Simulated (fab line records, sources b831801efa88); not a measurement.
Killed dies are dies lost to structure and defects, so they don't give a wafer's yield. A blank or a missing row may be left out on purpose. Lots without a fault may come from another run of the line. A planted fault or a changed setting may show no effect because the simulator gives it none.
fab line records | flow sky130 | part 1 of 2: steps 1 to 32 of 40
record lots=5 wafers=15 last_day=49
route steps=708 shown METAL4@599 CAP2M@603
lots that met no fault: from a run of the same line without faults
start_h: hours from the record's first day to the start of the lot's first wafer shown | wait_h: hours since the lot's step before | " the same as in the row above | L1.1+2: a row that stands for several wafers | - no value, or no start given | * or withheld: withheld | < > ~ a bound
route shown NAME@n: a module of which the file shows steps, and the number in the route of the first | usual: mean/standard deviation of fault-free wafers | same: alike in all rows | chamber/n: place in a boat | sites: the reading at each site | _std_site: their standard deviation | _edge_site: outer sites' mean less inner sites' | radius_mm: how far each site lies from the wafer's centre | mask NAME#n: copy n | behind: the tool/chamber that last shaped the wafer | hold: why the lot was held/for how many hours/how that ended | device: the transistor (n, p or np) that didn't switch | end of line: the same wafers' tests at the end of the route | a step without rows: its recipe alone | killed: dies lost to structure and defects at the first sort, not the wafer's yield | map: a wafer's dies, x killed, . not, _ none there
set.NAME: the setting as run; set.NAME@STEP: as run at that earlier step | model.NAME: the simulator's own value behind a step, which no gauge read
lots at some steps of the route; a table a step, a row a wafer
services: from which hour (start_h, from the record's first day; less than 0 if before it) a tool's chamber was out of use, for how many hours, and why
## steps
# step SKY_METAL4_SPUTTER_01
# recipe material=TiN target_thk_nm=20 power_w=6500 time_s=17.31 chamber_pressure_pa=0.4
# usual throttle_valve_pct=29.8/1.1
# columns lot.wafer tool chamber start_h wait_h throttle_valve_pct
L075.1 pvd_sputter-02 - 928.79 0.0 31.2
L075.2 " - " " 29.8
L075.4 " - " " 29.3
L076.3 pvd_sputter-04 - 939.94 0.0 28.4
L076.4 " - " " 30.2
L076.6 " - " " 30.8
L077.1 pvd_sputter-02 - 941.69 0.0 29.0
L077.4 " - " " 29.9
L077.5 " - " " 29.7
L083.1 pvd_sputter-04 - 1005.35 0.0 29.0
L083.5 " - " " 28.2
L083.6 " - " " 28.6
L089.1 pvd_sputter-04 - 1049.66 0.0 30.3
L089.2 " - " " 31.1
L089.4 " - " " 28.3
# step SKY_METAL4_SPUTTER_02
# recipe material=AlCu target_thk_nm=735 power_w=10600 time_s=39.1 chamber_pressure_pa=0.4
# usual throttle_valve_pct=29.8/1
# columns lot.wafer tool chamber start_h wait_h throttle_valve_pct
L075.1 pvd_sputter-02 - 928.82 0.0 31.1
L075.2 " - " " 29.6
L075.4 " - " " 29.3
L076.3 pvd_sputter-04 - 939.97 0.0 28.4
L076.4 " - " " 30.3
L076.6 " - " " 31.0
L077.1 pvd_sputter-02 - 941.71 0.0 29.4
L077.4 " - " " 29.7
L077.5 " - " " 29.8
L083.1 pvd_sputter-04 - 1005.37 0.0 28.6
L083.5 " - " " 28.4
L083.6 " - " " 29.0
L089.1 pvd_sputter-04 - 1049.69 0.0 30.3
L089.2 " - " " 31.0
L089.4 " - " " 28.2
# step SKY_METAL4_SPUTTER_03
# recipe material=Ti target_thk_nm=5 power_w=3000 time_s=3.3 chamber_pressure_pa=0.4
# usual throttle_valve_pct=29.8/1.1
# columns lot.wafer tool chamber start_h wait_h throttle_valve_pct
L075.1 pvd_sputter-02 - 928.86 0.0 31.0
L075.2 " - " " 29.5
L075.4 " - " " 29.3
L076.3 pvd_sputter-04 - 940.00 0.0 28.3
L076.4 " - " " 30.4
L076.6 " - " " 30.7
L077.1 pvd_sputter-02 - 941.75 0.0 29.0
L077.4 " - " " 29.8
L077.5 " - " " 29.7
L083.1 pvd_sputter-04 - 1005.41 0.0 28.7
L083.5 " - " " 28.3
L083.6 " - " " 28.9
L089.1 pvd_sputter-04 - 1049.72 0.0 30.4
L089.2 " - " " 31.0
L089.4 " - " " 28.4
# step SKY_METAL4_SPUTTER_04
# recipe material=TiN target_thk_nm=70 power_w=6500 time_s=58.3 chamber_pressure_pa=0.4
# usual throttle_valve_pct=29.8/1.1
# columns lot.wafer tool chamber start_h wait_h throttle_valve_pct
L075.1 pvd_sputter-02 - 928.88 0.0 31.2
L075.2 " - " " 29.8
L075.4 " - " " 29.4
L076.3 pvd_sputter-04 - 940.02 0.0 28.3
L076.4 " - " " 30.1
L076.6 " - " " 31.1
L077.1 pvd_sputter-02 - 941.77 0.0 29.2
L077.4 " - " " 29.7
L077.5 " - " " 29.8
L083.1 pvd_sputter-04 - 1005.43 0.0 28.6
L083.5 " - " " 28.3
L083.6 " - " " 29.0
L089.1 pvd_sputter-04 - 1049.74 0.0 30.2
L089.2 " - " " 30.8
L089.4 " - " " 28.5
# step SKY_CAP2M_CVD_00
# recipe material=SiO2 target_thk_nm=15.5 temp_c=400 time_s=withheld rf_w=450
# usual heater_power_w=693/59 rf_fwd_power_W=440.3/1.8
# columns lot.wafer tool chamber start_h wait_h heater_power_w rf_fwd_power_W
L075.1 pecvd-04 2 928.92 0.0 597 441.3
L075.2 " 1 " " 601 440.1
L075.4 " 0 " " 705 442.1
L076.3 pecvd-03 2 940.07 0.0 675 438.8
L076.4 " 2 " " 691 440.8
L076.6 " 1 " " 811 437.3
L077.1 pecvd-04 1 941.82 0.0 627 438.0
L077.4 " 1 " " 617 437.5
L077.5 " 0 " " 601 439.3
L083.1 pecvd-03 0 1005.48 0.0 743 437.9
L083.5 " 2 " " 675 440.4
L083.6 " 0 " " 743 437.5
L089.1 pecvd-03 2 1049.79 0.0 659 440.7
L089.2 " 1 " " 742 437.7
L089.4 " 0 " " 614 439.4
# step SKY_CAP2M_THK_MEAS_01
# recipe reads=SiO2_of_CAP2M_CVD_00
# usual CAP2M_CVD_00_THK=15.47/0.26
# columns lot.wafer tool chamber start_h wait_h CAP2M_CVD_00_THK[nm]
L075.1 film_metro-03 - 928.95 - 14.75
L075.2 " - " " 15.18
L075.4 " - " " 15.45
L076.3 film_metro-03 - 940.11 - 15.58
L076.4 " - " " 15.66
L076.6 " - " " 15.77
L077.1 film_metro-01 - 941.84 - 15.18
L077.4 " - " " 15.58
L077.5 " - " " 15.62
L083.1 film_metro-03 - 1005.51 - 15.65
L083.5 " - " " 15.90
L083.6 " - " " 15.75
L089.1 film_metro-01 - 1049.81 - 15.73
L089.2 " - " " 15.43
L089.4 " - " " 15.50
# step SKY_CAP2M_SPUTTER_02
# recipe material=TiN target_thk_nm=200 temp_c=300 power_w=6500 time_s=166.7 chamber_pressure_pa=0.4
# usual throttle_valve_pct=30.2/0.93
# columns lot.wafer tool chamber start_h wait_h throttle_valve_pct
L075.1 pvd_sputter-04 - 929.01 0.1 28.2
L075.2 " - " " 28.7
L075.4 " - " " 31.3
L076.3 pvd_sputter-02 - 940.15 0.0 29.2
L076.4 " - " " 31.0
L076.6 " - " " 31.3
L077.1 pvd_sputter-01 - 941.90 0.1 30.7
L077.4 " - " " 31.2
L077.5 " - " " 31.5
L083.1 pvd_sputter-02 - 1005.57 0.1 29.9
L083.5 " - " " 31.1
L083.6 " - " " 29.3
L089.1 pvd_sputter-01 - 1049.87 0.1 30.8
L089.2 " - " " 31.3
L089.4 " - " " 29.6
# step SKY_CAP2M_RS_MEAS_03
# recipe thk_meas_gauge=four-point-probe reads=TiN_of_CAP2M_SPUTTER_02
# usual CAP2M_TIN_RS=6.91/0.088
# columns lot.wafer tool chamber start_h wait_h CAP2M_TIN_RS[ohm/sq]
L075.1 film_metro-04 - 929.12 0.1 6.75
L075.2 " - " " 6.78
L075.4 " - " " 6.91
L076.3 film_metro-01 - 940.30 0.1 6.99
L076.4 " - " " 7.02
L076.6 " - " " 7.09
L077.1 film_metro-04 - 942.01 0.1 6.99
L077.4 " - " " 6.93
L077.5 " - " " 6.89
L083.1 film_metro-01 - 1005.69 0.1 6.77
L083.5 " - " " 6.86
L083.6 " - " " 6.88
L089.1 film_metro-03 - 1049.98 0.1 6.81
L089.2 " - " " 6.74
L089.4 " - " " 6.84
# step SKY_CAP2M_THK_MEAS_04
# recipe thk_meas_gauge=xrf reads=TiN_of_CAP2M_SPUTTER_02
# usual CAP2M_TIN_THK=202.8/2.7
# columns lot.wafer tool chamber start_h wait_h CAP2M_TIN_THK[nm]
L075.1 film_metro-04 - 929.24 0.1 207.2
L075.2 " - " " 206.7
L075.4 " - " " 202.4
L076.3 film_metro-01 - 940.40 0.1 199.8
L076.4 " - " " 199.5
L076.6 " - " " 196.9
L077.1 film_metro-04 - 942.13 0.1 202.1
L077.4 " - " " 203.4
L077.5 " - " " 203.6
L083.1 film_metro-01 - 1005.81 0.1 205.0
L083.5 " - " " 202.3
L083.6 " - " " 202.2
L089.1 film_metro-03 - 1050.10 0.1 206.0
L089.2 " - " " 209.1
L089.4 " - " " 205.7
# step SKY_CAP2M_DEHYDRATE_05
# recipe temp_c=200 time_s=60
# columns lot.wafer tool chamber start_h wait_h
L075.1+2+4 litho_track-01 0 940.22 11.0
L076.3+4+6 litho_track-01 0 952.97 12.6
L077.1+4+5 litho_track-02 0 954.93 12.8
L083.1+5+6 litho_track-04 0 1015.39 9.6
L089.1+2+4 litho_track-01 0 1059.82 9.7
# step SKY_CAP2M_HMDS_06
# recipe prime_time_s=60 prime_temp_c=120
# columns lot.wafer tool chamber start_h wait_h
L075.1+2+4 litho_track-01 0 940.37 0.1
L076.3+4+6 litho_track-01 0 953.12 0.1
L077.1+4+5 litho_track-02 0 955.08 0.1
L083.1+5+6 litho_track-04 0 1015.54 0.1
L089.1+2+4 litho_track-01 0 1059.97 0.1
# step SKY_CAP2M_COAT_07
# recipe resist=NOVOLAK spin_rpm=3000 resist_thk_nm=1140
# columns lot.wafer tool chamber start_h wait_h
L075.1+2+4 litho_track-01 0 940.52 0.1
L076.3+4+6 litho_track-01 0 953.27 0.1
L077.1+4+5 litho_track-02 0 955.23 0.1
L083.1+5+6 litho_track-04 0 1015.69 0.1
L089.1+2+4 litho_track-01 0 1060.12 0.1
# step SKY_CAP2M_SOFTBAKE_08
# recipe temp_c=90 time_s=60 resist=NOVOLAK
# columns lot.wafer tool chamber start_h wait_h
L075.1+2+4 litho_track-01 0 940.67 0.1
L076.3+4+6 litho_track-01 0 953.42 0.1
L077.1+4+5 litho_track-02 0 955.38 0.1
L083.1+5+6 litho_track-04 0 1015.84 0.1
L089.1+2+4 litho_track-01 0 1060.27 0.1
# step SKY_CAP2M_EXPOSE_09
# recipe mask_id=CAP2M na=0.6 source_shape=conventional sigma_outer=0.6 polarization=unpolarized target_cd_nm=1000 dose_mj=159
# same na=0.6 sigma_outer=0.6
# columns lot.wafer tool chamber start_h wait_h mask
L075.1+2+4 iline_stepper-01 0 - - CAP2M#0
L076.3+4+6 iline_stepper-01 0 - - CAP2M#0
L077.1+4+5 iline_stepper-02 0 - - CAP2M#0
L083.1+5+6 iline_stepper-01 0 - - CAP2M#0
L089.1+2+4 iline_stepper-01 0 - - CAP2M#0
# step SKY_CAP2M_PEB_10
# recipe temp_c=withheld time_s=* resist=NOVOLAK
# columns lot.wafer tool chamber start_h wait_h
L075.1+2+4 litho_track-01 0 - -
L076.3+4+6 litho_track-02 0 - -
L077.1+4+5 litho_track-01 0 - -
L083.1+5+6 litho_track-04 0 - -
L089.1+2+4 litho_track-01 0 - -
# step SKY_CAP2M_DEVELOP_11
# recipe resist=NOVOLAK developer=TMAH develop_time_s=60 dev_temp_c=23
# columns lot.wafer tool chamber start_h wait_h
L075.1+2+4 litho_track-01 0 953.67 0.1
L076.3+4+6 litho_track-02 0 964.18 0.1
L077.1+4+5 litho_track-01 0 967.17 0.1
L083.1+5+6 litho_track-04 0 1027.99 0.1
L089.1+2+4 litho_track-01 0 1070.52 0.1
# step SKY_CAP2M_OVL_MEAS_12
# usual CAP2M_OVL=-0.1/1.5
# columns lot.wafer tool chamber start_h wait_h CAP2M_OVL[nm]
L075.1 overlay-01 - 953.82 0.1 -0.3
L075.2 " - " " -2.3
L075.4 " - " " -1.2
L076.3 overlay-02 - 964.29 0.1 -0.9
L076.4 " - " " 0.6
L076.6 " - " " 1.4
L077.1 overlay-01 - 967.32 0.1 -0.3
L077.4 " - " " -1.2
L077.5 " - " " -0.8
L083.1 overlay-01 - 1028.14 0.1 0.0
L083.5 " - " " 1.1
L083.6 " - " " 0.5
L089.1 overlay-01 - 1070.67 0.1 -0.7
L089.2 " - " " -0.9
L089.4 " - " " -1.4
# step SKY_CAP2M_METAL_ETCH_13
# recipe target_depth_nm=220 stop_on=SiO2 chemistry=Cl2/BCl3 target=TiN pressure_mtorr=10.39 icp_w=900 bias_w=48.5 Cl2_flow_sccm=60 bcl3_flow_sccm=30 time_s=62.9
# usual bcl3_flow_sccm=30.01/0.085 drypump_motor_current_A=5.9/0.38 oes_product_au=0.942/0.0086 rf_fwd_power_W=893.1/3 throttle_valve_pct=21.457/0.011
# columns lot.wafer tool chamber start_h wait_h bcl3_flow_sccm drypump_motor_current_A oes_product_au rf_fwd_power_W rf_hours_counter_h throttle_valve_pct
L075.1 rie_metal-03 0 953.86 0.0 30.00 6.2 0.950 894.0 7 21.440
L075.2 " 1 " " 29.96 5.6 0.953 888.5 11 21.439
L075.4 " 0 " " 29.93 6.2 0.937 893.5 - 21.466
L076.3 rie_metal-04 1 964.34 0.0 30.00 6.2 0.938 894.6 - 21.461
L076.4 " 0 " " 30.05 5.3 0.931 894.4 - 21.455
L076.6 " 0 " " 29.97 5.3 0.929 893.5 - 21.470
L077.1 rie_metal-03 1 967.36 0.0 30.00 5.6 0.943 890.6 12 21.462
L077.4 " 0 " " 29.98 6.2 0.939 893.8 - 21.446
L077.5 " 0 " " 29.89 6.2 0.949 892.2 - 21.454
L083.1 rie_metal-03 1 1028.18 0.0 30.07 5.6 0.955 891.9 15 21.440
L083.5 " 0 " " 29.92 6.2 0.946 892.2 - 21.452
L083.6 " 1 " " 30.00 5.6 0.950 889.4 - 21.443
L089.1 rie_metal-01 0 1070.71 0.0 30.10 6.4 0.945 889.3 19 21.428
L089.2 " 1 " " 29.88 5.8 0.955 898.8 22 21.449
L089.4 " 1 " " 29.87 5.8 0.945 897.5 - 21.458
# step SKY_CAP2M_STRIP_14
# recipe chemistry=O2/N2 power_w=1400 pressure_mtorr=1500 platen_temp_c=withheld o2_flow_sccm=3000 n2_flow_sccm=300 overash_fraction=0.5
# usual drypump_motor_current_A=5.6/0.4 oes_product_au=0.710/0.0045 strip_time_to_endpoint_s=12.64/0.057
# columns lot.wafer tool chamber start_h wait_h drypump_motor_current_A oes_product_au rf_hours_counter_h strip_time_to_endpoint_s
L075.1 plasma_asher-03 0 953.94 0.1 6.2 0.706 21 12.56
L075.2 " 1 " " 5.7 0.720 21 12.62
L075.4 " 1 " " 5.7 0.705 - 12.55
L076.3 plasma_asher-03 1 964.43 0.1 5.7 0.714 - 12.63
L076.4 " 0 " " 6.2 0.708 - 12.70
L076.6 " 1 " " 5.8 0.704 - 12.67
L077.1 plasma_asher-04 1 967.44 0.1 5.0 0.710 52 12.55
L077.4 " 1 " " 5.0 0.712 - 12.54
L077.5 " 0 " " 5.9 0.716 - 12.56
L083.1 plasma_asher-04 0 1028.25 0.1 5.9 0.715 58 12.68
L083.5 " 1 " " 5.0 0.707 - 12.71
L083.6 " 0 " " 5.9 0.699 - 12.68
L089.1 plasma_asher-02 1 1070.79 0.1 5.9 0.704 95 12.63
L089.2 " 0 " " 5.3 0.714 95 12.65
L089.4 " 1 " " 5.9 0.716 - 12.66
# step SKY_CAP2M_STRIP_15
# recipe chemistry=post_etch_residue_remover time_s=1200 temp_c=72.5
# columns lot.wafer tool chamber start_h wait_h
L075.1+2+4 wet_bench-02 2 954.04 0.1
L076.3+4+6 wet_bench-04 3 964.49 0.0
L077.1+4+5 wet_bench-02 0 967.54 0.1
L083.1+5+6 wet_bench-01 0 1028.35 0.1
L089.1+2+4 wet_bench-04 0 1070.89 0.1
# step SKY_CAP2M_CLEAN_16
# recipe chemistry=IPA time_s=180 temp_c=25
# columns lot.wafer tool chamber start_h wait_h
L075.1+2+4 wet_bench-04 1 954.38 0.0
L076.3+4+6 wet_bench-01 3 964.84 0.0
L077.1+4+5 wet_bench-04 2 967.88 0.0
L083.1+5+6 wet_bench-04 1 1028.69 0.0
L089.1+2+4 wet_bench-02 1 1071.23 0.0
# step SKY_CAP2M_CLEAN_17
# recipe chemistry=O3/DIW dry=n2_spin
# columns lot.wafer tool chamber start_h wait_h
L075.1+2+4 wet_bench-01 0 954.44 0.0
L076.3+4+6 wet_bench-04 2 964.89 0.0
L077.1+4+5 wet_bench-02 1 967.94 0.0
L083.1+5+6 wet_bench-02 0 1028.75 0.0
L089.1+2+4 wet_bench-04 0 1071.29 0.0
# step SKY_METAL4_DEHYDRATE_05
# recipe temp_c=200 time_s=60
# columns lot.wafer tool chamber start_h wait_h
L075.1+2+4 litho_track-01 0 965.22 10.7
L076.3+4+6 litho_track-04 0 976.29 11.3
L077.1+4+5 litho_track-03 0 979.69 11.7
L083.1+5+6 litho_track-04 0 1038.14 9.3
L089.1+2+4 litho_track-01 0 1080.77 9.4
# step SKY_METAL4_HMDS_06
# recipe prime_time_s=60 prime_temp_c=120
# columns lot.wafer tool chamber start_h wait_h
L075.1+2+4 litho_track-01 0 965.37 0.1
L076.3+4+6 litho_track-04 0 976.44 0.1
L077.1+4+5 litho_track-03 0 979.84 0.1
L083.1+5+6 litho_track-04 0 1038.29 0.1
L089.1+2+4 litho_track-01 0 1080.92 0.1
# step SKY_METAL4_COAT_07
# recipe resist=BARC temp_c=withheld time_s=withheld spin_rpm=3000 resist_thk_nm=60
# columns lot.wafer tool chamber start_h wait_h
L075.1+2+4 litho_track-01 0 965.52 0.1
L076.3+4+6 litho_track-04 0 976.59 0.1
L077.1+4+5 litho_track-03 0 979.99 0.1
L083.1+5+6 litho_track-04 0 1038.44 0.1
L089.1+2+4 litho_track-01 0 1081.07 0.1
# step SKY_METAL4_COAT_08
# recipe resist=KrF-thick spin_rpm=3000 resist_thk_nm=1140
# columns lot.wafer tool chamber start_h wait_h
L075.1+2+4 litho_track-01 0 - -
L076.3+4+6 litho_track-04 0 - -
L077.1+4+5 litho_track-03 0 - -
L083.1+5+6 litho_track-04 0 - -
L089.1+2+4 litho_track-01 0 - -
# step SKY_METAL4_SOFTBAKE_09
# recipe temp_c=100 time_s=90 resist=KrF-thick
# columns lot.wafer tool chamber start_h wait_h
L075.1+2+4 litho_track-01 0 - -
L076.3+4+6 litho_track-04 0 - -
L077.1+4+5 litho_track-03 0 - -
L083.1+5+6 litho_track-04 0 - -
L089.1+2+4 litho_track-01 0 - -
# step SKY_METAL4_EXPOSE_10
# recipe mask_id=MM4 na=0.68 source_shape=annular sigma_inner=0.4 sigma_outer=0.8 target_cd_nm=300 dose_mj=28
# same na=0.68 sigma_outer=0.8
# columns lot.wafer tool chamber start_h wait_h mask
L075.1+2+4 krf_scanner-01 0 - - MM4#0
L076.3+4+6 krf_scanner-02 0 - - MM4#0
L077.1+4+5 krf_scanner-01 0 - - MM4#0
L083.1+5+6 krf_scanner-02 0 - - MM4#0
L089.1+2+4 krf_scanner-01 0 - - MM4#0
# step SKY_METAL4_PEB_11
# recipe peb_temp_c=withheld peb_time_s=withheld resist=KrF-thick
# columns lot.wafer tool chamber start_h wait_h
L075.1+2+4 litho_track-04 0 - -
L076.3+4+6 litho_track-01 0 - -
L077.1+4+5 litho_track-01 0 - -
L083.1+5+6 litho_track-01 0 - -
L089.1+2+4 litho_track-01 0 - -
# step SKY_METAL4_DEVELOP_12
# recipe develop_time_s=59.19 resist=KrF-thick dev_temp_c=21
# columns lot.wafer tool chamber start_h wait_h
L075.1+2+4 litho_track-04 0 - -
L076.3+4+6 litho_track-01 0 - -
L077.1+4+5 litho_track-01 0 - -
L083.1+5+6 litho_track-01 0 - -
L089.1+2+4 litho_track-01 0 - -
# step SKY_METAL4_CD_MEAS_13
# recipe target_cd_nm=300
# usual cd_nm=300.3/1.2
# columns lot.wafer tool chamber start_h wait_h cd_nm
L075.1 cd_sem-02 - 978.34 - 301.7
L075.2 " - " " 302.1
L075.4 " - " " 300.6
L076.3 cd_sem-02 - 987.76 - 300.6
L076.4 " - " " 299.2
L076.6 " - " " 299.4
L077.1 cd_sem-01 - 991.27 - 300.4
L077.4 " - " " 300.7
L077.5 " - " " 300.0
L083.1 cd_sem-01 - 1050.52 - 300.6
L083.5 " - " " 299.6
L083.6 " - " " 298.6
L089.1 cd_sem-01 - 1091.77 - 300.4
L089.2 " - " " 301.4
L089.4 " - " " 299.9
# step SKY_METAL4_OVL_MEAS_14
# usual METAL4_OVL=2/5.6
# columns lot.wafer tool chamber start_h wait_h METAL4_OVL[nm]
L075.1 overlay-01 - 978.46 0.1 5
L075.2 " - " " 5
L075.4 " - " " 2
L076.3 overlay-02 - 987.85 0.1 4
L076.4 " - " " 5
L076.6 " - " " -5
L077.1 overlay-01 - 991.39 0.1 -4
L077.4 " - " " 5
L077.5 " - " " 4
L083.1 overlay-02 - 1050.64 0.1 -1
L083.5 " - " " -3
L083.6 " - " " 2
L089.1 overlay-02 - 1091.89 0.1 8
L089.2 " - " " 10
L089.4 " - " " 4
